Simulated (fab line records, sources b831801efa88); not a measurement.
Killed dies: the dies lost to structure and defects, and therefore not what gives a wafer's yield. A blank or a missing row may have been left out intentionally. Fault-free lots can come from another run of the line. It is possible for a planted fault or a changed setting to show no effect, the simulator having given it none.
A lot that was struck, set against a sound lot	flow sky130	41 steps out of a route of 708
Sound: wafers L268.1, L268.4, L268.5. The struck wafers were L277.2, L277.4, L277.5. The cause comes at the end.
Order at every step that has rows: each side's tool, ch and its chambers, its first start. Under that, the readings that differ: sound wafers	struck wafers	difference of the means	sigmas: that difference in standard deviations of wafers without a fault.
alike: words and numbers the same on both sides, and readings whose means are apart by under 2 such deviations; not compared: readings that were withheld, readings missing a value for some wafer, numbers with overlapping values and no deviation given by the record, and bounds like >300 which may hide the same value.
A row with sigmas, a row that says differs or no value, or rows on one side alone: a step with any of these is where the two part. When numbers do not overlap yet have no deviation, they are printed without sigmas and do not part them. A reading missing from all wafers of one side parts the sides only when that side holds two or more wafers.

first, 9 steps without rows for these wafers: SKY_METAL5_DEHYDRATE_07 (time 60 s); SKY_METAL5_HMDS_08 (prime time 60 s); SKY_METAL5_COAT_09 (resist thk 1800 nm); SKY_METAL5_SOFTBAKE_10 (time 60 s); SKY_METAL5_EXPOSE_11 (exposes mask MM5, target cd 1600 nm); SKY_METAL5_PEB_12; SKY_METAL5_DEVELOP_13 (develop time 60 s); SKY_METAL5_DESCUM_14 (chemistry O2, time 11 s); SKY_METAL5_METAL_ETCH_15 (etches the open film in Cl2/BCl3, stops on SiO2, target depth 1260 nm, time 252 s).
SKY_METAL5_STRIP_16: strips in O2/N2.
  sound on plasma-asher-03 ch 1, day 44 07:14; struck on plasma-asher-03 ch 0,1, day 47 10:16
  alike: drypump-motor-current-A, oes-product-au, strip-time-to-endpoint-s
  not compared: rf-hours-counter-h
then, 2 steps without rows for these wafers: SKY_METAL5_STRIP_17 (strips in post etch residue remover, time 1200 s); SKY_METAL5_CLEAN_18 (cleans in IPA, time 180 s).
SKY_METAL5_CLEAN_19: cleans in O3/DIW.
  sound on wet-bench-03 ch 1, day 44 07:44; struck on wet-bench-03 ch 2, day 47 10:48
SKY_PASSIVATION_CVD_00: deposits SiO2, target thk 90 nm.
  sound on pecvd-01 ch 1,2, day 44 07:49; struck on pecvd-04 ch 0,1,2, day 47 10:53
  alike: heater-power-w, rf-fwd-power-W
SKY_PASSIVATION_THK_MEAS_01:
  struck on film-metro-02, day 47 10:56; sound on film-metro-04, day 44 07:51
  alike: PASSIVATION_CVD_00_THK
then, 1 step without rows for these wafers: SKY_PASSIVATION_CVD_02 (deposits Si3N4, target thk 540 nm).
SKY_PASSIVATION_THK_MEAS_03:
  struck on film-metro-04, day 47 11:13; sound on film-metro-02, day 44 08:08
  alike: PASSIVATION_CVD_02_THK
then, 7 steps without rows for these wafers: SKY_PASSIVATION_DEHYDRATE_04 (time 60 s); SKY_PASSIVATION_HMDS_05 (prime time 60 s); SKY_PASSIVATION_COAT_06 (resist thk 3000 nm); SKY_PASSIVATION_SOFTBAKE_07; SKY_PASSIVATION_EXPOSE_08 (exposes mask NSM, target cd 3000 nm); SKY_PASSIVATION_PEB_09; SKY_PASSIVATION_DEVELOP_10 (develop time 60 s).
SKY_PASSIVATION_ETCH_11: etches the open film in CF4/O2, stops on AlCu, target depth 725 nm, time 161.1 s.
  sound on rie-diel-04 ch 1,2,3, day 45 06:14; struck on rie-diel-02 ch 1,2,3, day 48 06:57
  alike: drypump-motor-current-A, oes-product-au, rf-fwd-power-W, throttle-valve-pct
  not compared: rf-hours-counter-h
SKY_PASSIVATION_STRIP_12: strips in O2/N2.
  sound on plasma-asher-02 ch 0,1, day 45 06:21; struck on plasma-asher-02 ch 0,1, day 48 07:04
  alike: drypump-motor-current-A, oes-product-au, strip-time-to-endpoint-s
  not compared: rf-hours-counter-h
then, 7 steps without rows for these wafers: SKY_PAD_OPEN_DEHYDRATE_00 (time 60 s); SKY_PAD_OPEN_HMDS_01 (prime time 60 s); SKY_PAD_OPEN_COAT_02 (resist thk 3000 nm); SKY_PAD_OPEN_SOFTBAKE_03; SKY_PAD_OPEN_EXPOSE_04 (exposes mask PDM, target cd 60000 nm); SKY_PAD_OPEN_PEB_05; SKY_PAD_OPEN_DEVELOP_06 (develop time 60 s).
SKY_PAD_OPEN_ETCH_07: etches the open film in CF4/O2, stops on AlCu, target depth 725 nm, time 161.1 s.
  sound on rie-diel-04 ch 2,3, day 46 03:52; struck on rie-diel-01 ch 0,1,2, day 49 02:16
  alike: drypump-motor-current-A, oes-product-au, rf-fwd-power-W, throttle-valve-pct
  not compared: rf-hours-counter-h
then, 5 steps without rows for these wafers: SKY_PAD_OPEN_STRIP_08 (strips in O2/N2); SKY_PAD_OPEN_STRIP_09 (strips in post etch residue remover, time 1200 s); SKY_PAD_OPEN_CLEAN_10 (cleans in IPA, time 180 s); SKY_PAD_OPEN_CLEAN_11 (cleans in O3/DIW); SKY_PAD_OPEN_ANNEAL_12.
SKY_PAD_OPEN_BOW_MEAS_13:
  struck on film-metro-01, day 49 04:35; sound on film-metro-01, day 46 06:07
  alike: PAD_OPEN_BOW
SKY_PAD_OPEN_PROBE_99:
  struck on prober-01, day 49 04:44; sound on prober-01, day 46 06:14
reading	sound	struck	difference	sigmas
defect-limited-yield (%)	81.9 81.5 80.9	77.2 72.4 74.8	-6.6	-3
killed_at_M4_up	8 4 3	38 38 40	+34	+17
killed-dies	89 91 94	112 136 124	+33	+4
sort_bin_3_pad_short (%)	1.4 0.2 0.4	2.2 2.4 2.2	+1.6	+4
sort_bin_5_function (%)	10.2 10.8 13.4	14.2 16.7 17.9	+4.8	+3
sort-n-pass	403 401 398	380 356 368	-33	-4
sort-yield-pct (%)	81.9 81.5 80.9	77.2 72.4 74.8	-6.6	-3
model.etest.tester.sort-n-pass	403 401 398	380 356 368	-33	
model.etest.tester.sort-yield-pct (%)	81.91 81.5 80.89	77.24 72.36 74.8	-6.63	
model.etest.tester.sort_bin_5_pct (%)	10.16 10.77 13.41	14.23 16.67 17.89	+4.82	
model.etest.tester.sort_bin_3_pct (%)	1.423 0.2033 0.4065	2.236 2.439 2.236	+1.626	
  alike: killed_at_M0_to_M3, killed-at-contacts, killed-at-front-end, killed-at-other, killed-open, killed-short, sort_bin_6_memory

WHERE THEY PART
Within this record, at SKY_PAD_OPEN_PROBE_99 only.

WHY: the cause the simulator had injected
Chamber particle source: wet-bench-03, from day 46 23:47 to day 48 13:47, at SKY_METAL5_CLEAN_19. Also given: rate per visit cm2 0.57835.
